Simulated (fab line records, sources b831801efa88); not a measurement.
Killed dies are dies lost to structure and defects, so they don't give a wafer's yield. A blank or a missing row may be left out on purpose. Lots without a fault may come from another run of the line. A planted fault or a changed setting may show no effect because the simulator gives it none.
Which tool did it? | flow sky130 | 11 lots, 33 wafers sampled, at 6 steps of a route of 708

WHAT THE GAUGES READ, wafer by wafer
SKY_CAPM_OVL_MEAS_12. Usual: CAPM_OVL -0.3 nm, standard deviation 1.2.
lot  | measured     | on         | CAPM_OVL (nm)  | flag
L619 | day 37 05:36 | overlay-02 | -1.0 -1.7 -1.7 |
L618 | day 37 06:03 | overlay-01 | 0.7 -0.1 0.4   |
L620 | day 38 20:57 | overlay-01 | -1.3 -0.3 -1.1 |
L622 | day 42 00:34 | overlay-01 | 0.0 1.0 1.1    |
L628 | day 42 04:06 | overlay-02 | 0.4 1.2 -0.7   |
L630 | day 42 06:14 | overlay-01 | -0.1 0.8 0.0   |
L633 | day 42 10:10 | overlay-01 | 1.7 -0.1 1.3   |
L634 | day 42 10:27 | overlay-02 | -0.6 -1.0 -1.0 |
L637 | day 42 19:40 | overlay-02 | -1.3 -1.8 0.0  |
L638 | day 42 21:56 | overlay-02 | -0.7 -0.4 -0.4 |
L641 | day 43 23:52 | overlay-01 | -1.9 -3.2 -1.8 |

SKY_VIA4_RS_MEAS_19: measures by four-point-probe. Usual: VIA4_W_RS 0.226 ohm/sq, standard deviation 0.0035.
lot  | measured     | on            | VIA4_W_RS (ohm/sq) | flag
L619 | day 42 11:12 | film_metro-02 | 0.224 0.226 0.226  |
L618 | day 42 13:38 | film_metro-02 | 0.222 0.224 0.225  |
L620 | day 44 00:14 | film_metro-02 | 0.224 0.223 0.225  |
L622 | day 46 20:31 | film_metro-03 | 0.223 0.227 0.228  |
L628 | day 46 23:32 | film_metro-03 | 0.266 0.224 0.266  | OFF
L630 | day 47 01:45 | film_metro-01 | 0.227 0.220 0.229  |
L633 | day 47 07:41 | film_metro-02 | 0.229 0.222 0.225  |
L634 | day 47 04:38 | film_metro-01 | 0.229 0.224 0.222  |
L637 | day 47 13:27 | film_metro-01 | 0.221 0.222 0.229  |
L638 | day 47 14:20 | film_metro-03 | 0.222 0.228 0.231  |
L641 | day 48 13:20 | film_metro-03 | 0.231 0.224 0.232  |

SKY_VIA4_THK_MEAS_20: measures by xrf. Usual: VIA4_W_THK 499 nm, standard deviation 9.6.
lot  | measured     | on            | VIA4_W_THK (nm) | flag
L619 | day 42 11:19 | film_metro-02 | 506 502 498     |
L618 | day 42 13:46 | film_metro-02 | 509 507 506     |
L620 | day 44 00:21 | film_metro-02 | 507 511 503     |
L622 | day 46 20:38 | film_metro-03 | 513 505 501     |
L628 | day 46 23:39 | film_metro-03 | 442 507 437     | OFF
L630 | day 47 01:52 | film_metro-01 | 491 508 486     |
L633 | day 47 07:48 | film_metro-02 | 489 505 497     |
L634 | day 47 04:45 | film_metro-01 | 487 499 501     |
L637 | day 47 13:34 | film_metro-01 | 506 504 489     |
L638 | day 47 14:27 | film_metro-03 | 514 502 495     |
L641 | day 48 13:26 | film_metro-03 | 496 510 492     |

WHICH TOOL RAN EACH LOT (tool, then ch and the chambers of the sampled wafers, then the start)
lot  | SKY_VIA3_ETCH_14                   | SKY_METAL4_SPUTTER_00        | SKY_VIA4_CVD_18
L619 | rie_diel-04 ch 0,1, day 39 08:31   | pvd_sputter-01, day 39 09:53 | cvd_w-01 ch 0,1, day 42 11:02
L618 | rie_diel-02 ch 0,1,2, day 39 10:28 | pvd_sputter-04, day 39 11:50 | cvd_w-01 ch 0,1, day 42 13:29
L620 | rie_diel-04 ch 0,1, day 40 23:40   | pvd_sputter-02, day 41 01:04 | cvd_w-02 ch 0, day 44 00:05
L622 | rie_diel-01 ch 0,1,3, day 44 00:58 | pvd_sputter-01, day 44 02:22 | cvd_w-02 ch 0,1, day 46 20:22
L628 | rie_diel-01 ch 0,1,2, day 44 04:39 | pvd_sputter-01, day 44 06:02 | cvd_w-01 ch 0,1, day 46 23:22
L630 | rie_diel-01 ch 0,1,3, day 44 05:57 | pvd_sputter-04, day 44 07:19 | cvd_w-02 ch 0,1, day 47 01:36
L633 | rie_diel-04 ch 0,1, day 44 11:25   | pvd_sputter-01, day 44 12:46 | cvd_w-02 ch 0,1, day 47 07:32
L634 | rie_diel-02 ch 1,2, day 44 10:45   | pvd_sputter-02, day 44 12:08 | cvd_w-02 ch 0,1, day 47 04:28
L637 | rie_diel-01 ch 2,3, day 44 19:19   | pvd_sputter-01, day 44 20:40 | cvd_w-02 ch 0,1, day 47 13:17
L638 | rie_diel-04 ch 0,2, day 44 20:54   | pvd_sputter-01, day 44 22:16 | cvd_w-02 ch 0,1, day 47 14:11
L641 | rie_diel-04 ch 1,2,3, day 45 20:28 | pvd_sputter-02, day 45 21:53 | cvd_w-02 ch 0,1, day 48 13:12
- SKY_VIA3_ETCH_14: etches BARC in N2/H2, stops on SiO2, time 45.9 s, target depth 60 nm.
- SKY_METAL4_SPUTTER_00: material Ti, target thk 15 nm, time 10 s.
- SKY_VIA4_CVD_18: deposits W, target thk 505 nm, time 152.14 s.

WHAT THE TOOLS THEMSELVES READ (means of the sampled wafers that have a number; where no wafer has one, the mark that the record gives instead)
SKY_VIA3_ETCH_14. Usual: drypump_motor_current_A 5.7 A, standard deviation 0.43; oes_product_au 0.854 a.u., standard deviation 0.0052; throttle_valve_pct 13.225 %, standard deviation 0.0091.
lot  | tool        | drypump_motor_current_A (A) | oes_product_au (a.u.) | throttle_valve_pct (%) | flag
L619 | rie_diel-04 | 5.3                         | 0.856                 | 13.217                 |
L618 | rie_diel-02 | 6.0                         | 0.856                 | 13.221                 |
L620 | rie_diel-04 | 5.3                         | 0.853                 | 13.224                 |
L622 | rie_diel-01 | 5.9                         | 0.855                 | 13.233                 |
L628 | rie_diel-01 | 5.8                         | 0.857                 | 13.228                 |
L630 | rie_diel-01 | 5.9                         | 0.852                 | 13.223                 |
L633 | rie_diel-04 | 5.3                         | 0.856                 | 13.227                 |
L634 | rie_diel-02 | 6.1                         | 0.854                 | 13.223                 |
L637 | rie_diel-01 | 5.9                         | 0.853                 | 13.217                 |
L638 | rie_diel-04 | 5.8                         | 0.856                 | 13.222                 |
L641 | rie_diel-04 | 5.7                         | 0.851                 | 13.228                 |

SKY_METAL4_SPUTTER_00. Usual: throttle_valve_pct 29.6 %, standard deviation 0.89.
lot  | tool           | throttle_valve_pct (%) | flag
L619 | pvd_sputter-01 | 28.8                   |
L618 | pvd_sputter-04 | 29.2                   |
L620 | pvd_sputter-02 | 30.4                   |
L622 | pvd_sputter-01 | 29.3                   |
L628 | pvd_sputter-01 | 29.4                   |
L630 | pvd_sputter-04 | 29.4                   |
L633 | pvd_sputter-01 | 29.3                   |
L634 | pvd_sputter-02 | 30.1                   |
L637 | pvd_sputter-01 | 29.8                   |
L638 | pvd_sputter-01 | 29.7                   |
L641 | pvd_sputter-02 | 30.8                   |

SKY_VIA4_CVD_18. Usual: heater_power_w 781 W, standard deviation 61.
lot  | tool     | heater_power_w (W) | flag
L619 | cvd_w-01 | 720                |
L618 | cvd_w-01 | 722                |
L620 | cvd_w-02 | 749                |
L622 | cvd_w-02 | 833                |
L628 | cvd_w-01 | 739                |
L630 | cvd_w-02 | 815                |
L633 | cvd_w-02 | 782                |
L634 | cvd_w-02 | 785                |
L637 | cvd_w-02 | 776                |
L638 | cvd_w-02 | 825                |
L641 | cvd_w-02 | 826                |

THE ANSWER, worked out from the rows above alone
Rule: a lot is off if the mean of its wafers that have a number lies more than 3 standard deviations from the usual mean. A lot without any number at a reading at which 4 lots or more have one is off too. The other lots that the step has rows for count as sound. The gauges are gone through in route order, then the tools' own readings, and for those a lot's mean is taken as printed above. The first step at which some lot is off is used, and at that step the reading that is off furthest; a lot without a number counts as furthest.
Off: L628, at SKY_VIA4_RS_MEAS_19 (VIA4_W_RS).
A tool fits if, at a process step before that reading, it ran every lot that is off, and no sound lot after the first of them. The gauges at SKY_VIA4_RS_MEAS_19 are tried like those tools. One fits: cvd_w-01 at SKY_VIA4_CVD_18. Its last sound lot is L618 (day 42 13:29), its first lot that is off L628 (day 46 23:22): a fault that began between those two fits.

WHAT THE SIMULATOR HAD PUT IN
Site profile drift: cvd_w-01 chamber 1, from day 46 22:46 on, at SKY_VIA4_CVD_18. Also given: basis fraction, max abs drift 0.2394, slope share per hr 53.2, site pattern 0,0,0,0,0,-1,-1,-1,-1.
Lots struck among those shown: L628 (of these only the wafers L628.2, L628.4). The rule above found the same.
